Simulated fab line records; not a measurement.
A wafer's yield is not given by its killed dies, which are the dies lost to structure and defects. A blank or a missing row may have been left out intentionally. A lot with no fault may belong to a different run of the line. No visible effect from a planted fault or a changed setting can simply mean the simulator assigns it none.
Tool commonality check | flow sky130 | 11 lots and 33 wafers in the sample

## WHY IT WAS OPENED
Of 11 lots, 3 have the reading SONOS_ONO_OXIDATION_THK flagged at SKY_SONOS_ONO_THK_MEAS_01. Fault-free wafers read 2.59 nm, with a standard deviation of 0.064.
Rule: a lot is flagged in two cases, either no wafer of it has a number, or all its wafers with numbers fall more than 4 standard deviations from that mean. As for the other lots, they are considered sound.

lot  | measured     | on            | SONOS_ONO_OXIDATION_THK (nm), wafer by wafer | flag
L172 | day 11 09:47 | film-metro-03 | 2.58 2.62 2.65                               |
L173 | day 11 13:39 | film-metro-01 | 2.64 2.65 2.64                               |
L176 | day 12 11:45 | film-metro-01 | 2.58 2.48 2.48                               |
L180 | day 14 18:27 | film-metro-04 | 3.17 3.24 3.19                               | FLAGGED
L181 | day 14 23:26 | film-metro-03 | 3.14 3.15 3.19                               | FLAGGED
L182 | day 14 23:27 | film-metro-01 | 3.15 3.13 3.11                               | FLAGGED
L189 | day 17 02:01 | film-metro-04 | 2.63 2.69 2.64                               |
L190 | day 17 16:22 | film-metro-03 | 2.53 2.49 2.59                               |
L191 | day 17 22:34 | film-metro-03 | 2.63 2.59 2.60                               |
L194 | day 18 16:12 | film-metro-04 | 2.59 2.59 2.57                               |
L195 | day 19 01:59 | film-metro-04 | 2.56 2.63 2.55                               |
On average the flagged lots' numbers are 3.16 nm, which is +0.57 nm against the usual, or +9 standard deviations.

## WHICH TOOL RAN EACH LOT
2 process steps preceding the reading are held in the record, out of 708 steps in the route. Read each cell as the tool, then ch plus the chambers that the sampled wafers visited, then the start.
lot  | flag    | SKY_VT_ADJUST_NCORE_STRIP_10         | SKY_SONOS_ONO_OXIDATION_00
L172 |         | plasma-asher-01 ch 0,1, day 8 12:55  | furnace-01 ch 0, day 11 08:26
L173 |         | plasma-asher-01 ch 0,1, day 8 15:04  | furnace-02 ch 0, day 11 12:18
L176 |         | plasma-asher-03 ch 0,1, day 9 11:37  | furnace-01 ch 0, day 12 10:24
L180 | FLAGGED | plasma-asher-01 ch 0,1, day 11 13:34 | furnace-01 ch 0, day 14 17:06
L181 | FLAGGED | plasma-asher-01 ch 0,1, day 11 17:10 | furnace-01 ch 0, day 14 22:05
L182 | FLAGGED | plasma-asher-02 ch 0,1, day 11 16:16 | furnace-01 ch 0, day 14 22:05
L189 |         | plasma-asher-02 ch 0,1, day 13 12:19 | furnace-02 ch 0, day 17 00:41
L190 |         | plasma-asher-03 ch 0,1, day 14 00:46 | furnace-01 ch 0, day 17 15:00
L191 |         | plasma-asher-01 ch 0,1, day 14 07:34 | furnace-02 ch 0, day 17 21:13
L194 |         | plasma-asher-03 ch 0,1, day 15 00:13 | furnace-02 ch 0, day 18 14:51
L195 |         | plasma-asher-02 ch 0,1, day 15 09:16 | furnace-01 ch 0, day 19 00:37
What these steps do:
- SKY_VT_ADJUST_NCORE_STRIP_10: strips in O2/N2.
- SKY_SONOS_ONO_OXIDATION_00: stabilise 600 s, purge 300 s, target thk 2.6 nm.
- SKY_SONOS_ONO_THK_MEAS_01

## FLAGGED OVER TOTAL, TOOL BY TOOL (the gauges that took the reading come last)
step                         | tool            | lots run | flagged | share of the flagged lots | sound lots run after its first flagged lot
SKY_VT_ADJUST_NCORE_STRIP_10 | plasma-asher-01 | 5        | 2       | some                      | 1 (L191)
SKY_VT_ADJUST_NCORE_STRIP_10 | plasma-asher-02 | 3        | 1       | some                      | 2 (L189,L195)
SKY_VT_ADJUST_NCORE_STRIP_10 | plasma-asher-03 | 3        | 0       | none                      | -
SKY_SONOS_ONO_OXIDATION_00   | furnace-01      | 7        | 3       | all                       | 2 (L190,L195)
SKY_SONOS_ONO_OXIDATION_00   | furnace-02      | 4        | 0       | none                      | -
SKY_SONOS_ONO_THK_MEAS_01    | film-metro-01   | 3        | 1       | some                      | 0
SKY_SONOS_ONO_THK_MEAS_01    | film-metro-03   | 4        | 1       | some                      | 2 (L190,L191)
SKY_SONOS_ONO_THK_MEAS_01    | film-metro-04   | 4        | 1       | some                      | 3 (L189,L194,L195)

## WHAT THE TABLE PERMITS
Rows of the table that ran each flagged lot: 1, that is furnace-01 at SKY_SONOS_ONO_OXIDATION_00.
- furnace-01 at SKY_SONOS_ONO_OXIDATION_00: 3 of its 7 lots flagged. Lots that were sound ran on it after the first flagged one (L190, L195); a persistent fault on the entire tool would not allow that. Its own readings (spike-tc-bottom-C, spike-tc-centre-C, spike-tc-lower-C, spike-tc-top-C, spike-tc-upper-C, tube-center-temp-C, tube_center_temp_C_max) fall more than 4 standard deviations out on all wafers of the flagged lots.
Every row of the table either missed a flagged lot or ran a sound lot after the first.

## WHAT THE SIMULATOR HAD INSERTED
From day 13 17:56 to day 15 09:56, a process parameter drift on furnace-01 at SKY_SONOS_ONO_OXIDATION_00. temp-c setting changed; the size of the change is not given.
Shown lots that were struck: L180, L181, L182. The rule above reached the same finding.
